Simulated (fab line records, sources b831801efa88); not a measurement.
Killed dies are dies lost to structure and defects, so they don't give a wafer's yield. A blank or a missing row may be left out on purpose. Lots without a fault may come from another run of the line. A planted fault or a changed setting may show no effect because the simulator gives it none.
fab line records | flow gf180mcu
record lots=6 wafers=18 last_day=33
route steps=602 shown HV_LDD@207
lots that met no fault: from a run of the same line without faults
start_h: hours from the record's first day to the start of the lot's first wafer shown | wait_h: hours since the lot's step before | " the same as in the row above | L1.1+2: a row that stands for several wafers | - no value, or no start given | * or withheld: withheld | < > ~ a bound
route shown NAME@n: a module of which the file shows steps, and the number in the route of the first | usual: mean/standard deviation of fault-free wafers | same: alike in all rows | chamber/n: place in a boat | sites: the reading at each site | _std_site: their standard deviation | _edge_site: outer sites' mean less inner sites' | radius_mm: how far each site lies from the wafer's centre | mask NAME#n: copy n | behind: the tool/chamber that last shaped the wafer | hold: why the lot was held/for how many hours/how that ended | device: the transistor (n, p or np) that didn't switch | end of line: the same wafers' tests at the end of the route | a step without rows: its recipe alone | killed: dies lost to structure and defects at the first sort, not the wafer's yield | map: a wafer's dies, x killed, . not, _ none there
set.NAME: the setting as run; set.NAME@STEP: as run at that earlier step | model.NAME: the simulator's own value behind a step, which no gauge read
lots at some steps of the route; a table a step, a row a wafer
services: from which hour (start_h, from the record's first day; less than 0 if before it) a tool's chamber was out of use, for how many hours, and why
## steps
# step GF_HV_LDD_CD_MEAS_31
# recipe target_cd_nm=400
# usual cd_nm=399.8/2.3
# columns lot.wafer tool chamber start_h wait_h cd_nm
L908.1 cd_sem-02 - 273.71 0.1 398.7
L908.4 " - " " 399.3
L908.5 " - " " 401.9
L909.3 cd_sem-01 - 280.30 0.1 396.0
L909.4 " - " " 397.3
L909.6 " - " " 396.6
L919.1 cd_sem-01 - 362.01 0.1 402.4
L919.3 " - " " 401.7
L919.5 " - " " 401.0
L920.4 cd_sem-02 - 371.52 0.1 400.3
L920.5 " - " " 399.9
L920.6 " - " " 400.8
L921.1 cd_sem-02 - 377.84 0.1 401.8
L921.3 " - " " 400.2
L921.6 " - " " 399.7
L922.2 cd_sem-01 - 388.31 0.1 400.2
L922.4 " - " " 398.2
L922.6 " - " " 399.1
# step GF_HV_LDD_OVL_MEAS_32
# usual HV_LDD_02_OVL=-0.2/1.3
# columns lot.wafer tool chamber start_h wait_h HV_LDD_02_OVL[nm]
L908.1 overlay-02 - 273.83 0.1 -0.4
L908.4 " - " " -2.6
L908.5 " - " " -0.5
L909.3 overlay-01 - 280.39 0.1 0.7
L909.4 " - " " 1.8
L909.6 " - " " 1.2
L919.1 overlay-01 - 362.13 0.1 -1.8
L919.3 " - " " -1.0
L919.5 " - " " 0.9
L920.4 overlay-02 - 371.60 0.1 -1.3
L920.5 " - " " -1.1
L920.6 " - " " 0.2
L921.1 overlay-01 - 377.96 0.1 0.1
L921.3 " - " " -0.2
L921.6 " - " " 1.1
L922.2 overlay-01 - 388.41 0.1 -2.6
L922.4 " - " " 0.2
L922.6 " - " " -0.8
# step GF_HV_LDD_IMPLANT_33
# recipe species=P energy_kev=60 dose_cm2=7.5e+12 tilt_deg=30 rotation_deg=0
# step GF_HV_LDD_IMPLANT_34
# recipe species=P energy_kev=60 dose_cm2=7.5e+12 tilt_deg=30 rotation_deg=90
# step GF_HV_LDD_IMPLANT_35
# recipe species=P energy_kev=60 dose_cm2=7.5e+12 tilt_deg=30 rotation_deg=180
# step GF_HV_LDD_IMPLANT_36
# recipe species=P energy_kev=60 dose_cm2=7.5e+12 tilt_deg=30 rotation_deg=270
# step GF_HV_LDD_STRIP_37
# recipe chemistry=O2/N2 power_w=1400 pressure_mtorr=1500 platen_temp_c=250 o2_flow_sccm=3000 n2_flow_sccm=300 overash_fraction=0.5
# usual chamber_pressure_mTorr=1500.1/1.4 drypump_motor_current_A=5.6/0.38 heater_power_w=356/33 oes_product_au=0.716/0.0043 strip_time_to_endpoint_s=12.64/0.036
# columns lot.wafer tool chamber start_h wait_h chamber_pressure_mTorr drypump_motor_current_A heater_power_w oes_product_au rf_hours_counter_h strip_time_to_endpoint_s
L908.1 plasma_asher-02 0 274.47 0.1 1500.6 5.8 361 0.712 14 12.70
L908.4 " 0 " " 1500.3 5.8 342 0.717 - 12.63
L908.5 " 0 " " 1500.4 5.8 351 0.716 - 12.66
L909.3 plasma_asher-04 0 281.05 0.1 1497.6 5.1 318 0.717 - 12.63
L909.4 " 1 " " 1500.8 5.4 377 0.716 - 12.62
L909.6 " 0 " " 1499.8 5.2 316 0.721 - 12.62
L919.1 plasma_asher-04 1 362.76 0.1 1499.1 5.4 378 0.715 72 12.71
L919.3 " 0 " " 1500.5 5.1 312 0.717 - 12.65
L919.5 " 0 " " 1500.6 5.1 316 0.720 - 12.64
L920.4 plasma_asher-01 1 372.25 0.1 1499.6 5.9 356 0.721 - 12.65
L920.5 " 1 " " 1499.8 5.8 348 0.714 - 12.63
L920.6 " 0 " " 1498.8 5.6 323 0.718 - 12.63
L921.1 plasma_asher-04 1 378.66 0.1 1500.0 5.4 370 0.716 73 12.58
L921.3 " 1 " " 1502.8 5.4 375 0.718 - 12.61
L921.6 " 0 " " 1500.3 5.1 310 0.710 - 12.58
L922.2 plasma_asher-04 0 389.04 0.1 1502.6 5.1 321 0.713 75 12.68
L922.4 " 1 " " 1500.6 5.4 381 0.713 - 12.64
L922.6 " 1 " " 1501.1 5.4 367 0.706 - 12.66
# step GF_HV_LDD_TW_MEAS_38
# usual HV_LDD_3_TW=1443/13
# columns lot.wafer tool chamber start_h wait_h HV_LDD_3_TW
L908.1 film_metro-04 - 274.57 0.1 1441
L908.4 " - " " 1434
L908.5 " - " " 1439
L909.3 film_metro-03 - 281.14 0.1 1418
L909.4 " - " " 1425
L909.6 " - " " 1427
L919.1 film_metro-04 - 362.86 0.1 1449
L919.3 " - " " 1441
L919.5 " - " " 1442
L920.4 film_metro-04 - 372.34 0.1 1436
L920.5 " - " " 1439
L920.6 " - " " 1444
L921.1 film_metro-01 - 378.76 0.1 1458
L921.3 " - " " 1457
L921.6 " - " " 1454
L922.2 film_metro-01 - 389.15 0.1 1458
L922.4 " - " " 1458
L922.6 " - " " 1451
# step GF_HV_LDD_DEHYDRATE_39
# recipe temp_c=200 time_s=60
# step GF_HV_LDD_HMDS_40
# recipe prime_time_s=60 prime_temp_c=120
# step GF_HV_LDD_COAT_41
# recipe resist=NOVOLAK spin_rpm=3000 resist_thk_nm=1000
# step GF_HV_LDD_SOFTBAKE_42
# recipe temp_c=90 time_s=60 resist=NOVOLAK
# step GF_HV_LDD_EXPOSE_43
# recipe mask_id=Pplus_HV_AREA target_cd_nm=400 na=0.6 source_shape=conventional sigma_outer=0.6 dose_mj=140
# usual exposure_dose_mJ_cm2=140.03/0.15 focus_offset_nm=0.0/0.49 reticle_temp_C=23.01/0.093
# columns lot.wafer tool chamber start_h wait_h mask exposure_dose_mJ_cm2 focus_offset_nm reticle_temp_C model.HV_LDD.overlay_x_nm model.HV_LDD.overlay_y_nm
L908.1 iline_stepper-01 0 284.31 - Pplus_HV_AREA#0 140.23 -1.0 22.89 -0.004911 0.2456
L908.4 " 0 " " Pplus_HV_AREA#0 140.04 0.0 22.99 -0.004911 0.2456
L908.5 " 0 " " Pplus_HV_AREA#0 139.97 -0.1 22.90 -0.004911 0.2456
L909.3 iline_stepper-01 0 291.03 - Pplus_HV_AREA#0 140.13 -0.7 22.90 -0.8372 -0.9031
L909.4 " 0 " " Pplus_HV_AREA#0 140.19 0.4 22.92 -0.8372 -0.9031
L909.6 " 0 " " Pplus_HV_AREA#0 140.07 -0.7 22.95 -0.8372 -0.9031
L919.1 iline_stepper-01 - 374.76 - Pplus_HV_AREA#0 - - - 0.6556 0.09603
L919.3 " - " " Pplus_HV_AREA#0 - - - 0.6556 0.09603
L919.5 " - " " Pplus_HV_AREA#0 - - - 0.6556 0.09603
L920.4 iline_stepper-01 - 384.17 - Pplus_HV_AREA#0 - - - 0.1063 -0.4035
L920.5 " - " " Pplus_HV_AREA#0 - - - 0.1063 -0.4035
L920.6 " - " " Pplus_HV_AREA#0 - - - 0.1063 -0.4035
L921.1 iline_stepper-01 0 390.69 - Pplus_HV_AREA#0 140.07 0.4 22.93 -0.5032 0.2081
L921.3 " 0 " " Pplus_HV_AREA#0 139.98 0.2 23.01 -0.5032 0.2081
L921.6 " 0 " " Pplus_HV_AREA#0 140.35 0.0 23.02 -0.5032 0.2081
L922.2 iline_stepper-01 0 400.82 - Pplus_HV_AREA#0 139.89 0.1 23.05 -0.6568 0.2706
L922.4 " 0 " " Pplus_HV_AREA#0 139.79 0.3 22.97 -0.6568 0.2706
L922.6 " 0 " " Pplus_HV_AREA#0 139.89 0.5 23.09 -0.6568 0.2706
# step GF_HV_LDD_PEB_44
# recipe temp_c=withheld time_s=* resist=NOVOLAK
## services
# columns tool chamber start_h hours kind
plasma_asher-02 - 278.30 3.6 repair
iline_stepper-01 - 280.17 1.7 pm
plasma_asher-04 - 317.38 1.7 repair
plasma_asher-01 - 338.43 3.3 repair
iline_stepper-01 0 359.49 - calibration
## key
first_sign step=GF_HV_LDD_EXPOSE_43 reading=tool_record direction=missing
effect none on later readings
model_effect step=GF_HV_LDD_EXPOSE_43 value=HV_LDD.overlay_x_nm without=-0.614 struck=0.381
met_at GF_HV_LDD_EXPOSE_43
struck_wafers L919.1,L919.3,L919.5,L920.4,L920.5,L920.6
later_rows_left_out L919.1,L919.3,L919.5,L920.4,L920.5,L920.6
sort_left_out L919.1,L919.3,L919.5,L920.4,L920.5,L920.6
tester_left_out L919,L920
onset_between 291.03 374.76
fault kind=skipped_step_whole tool=iline_stepper-01 chamber=- onset_h=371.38 steps=GF_HV_LDD_EXPOSE_43 scope=struck_lots_only
# tester_left_out: of these lots the tester's yield and bins aren't shown, on N5 and GAA mostly nor the transistor test; their killed dies are dies lost to structure and defects alone, not to doping, threshold or leakage, so they don't give the yield
# sort_left_out: the simulated sort isn't trusted on such a fault, so these wafers' sort isn't shown, and their yield isn't known
# later_rows_left_out: the simulator's readings of these wafers behind a module that went badly wrong aren't trusted and aren't shown, but for the sort
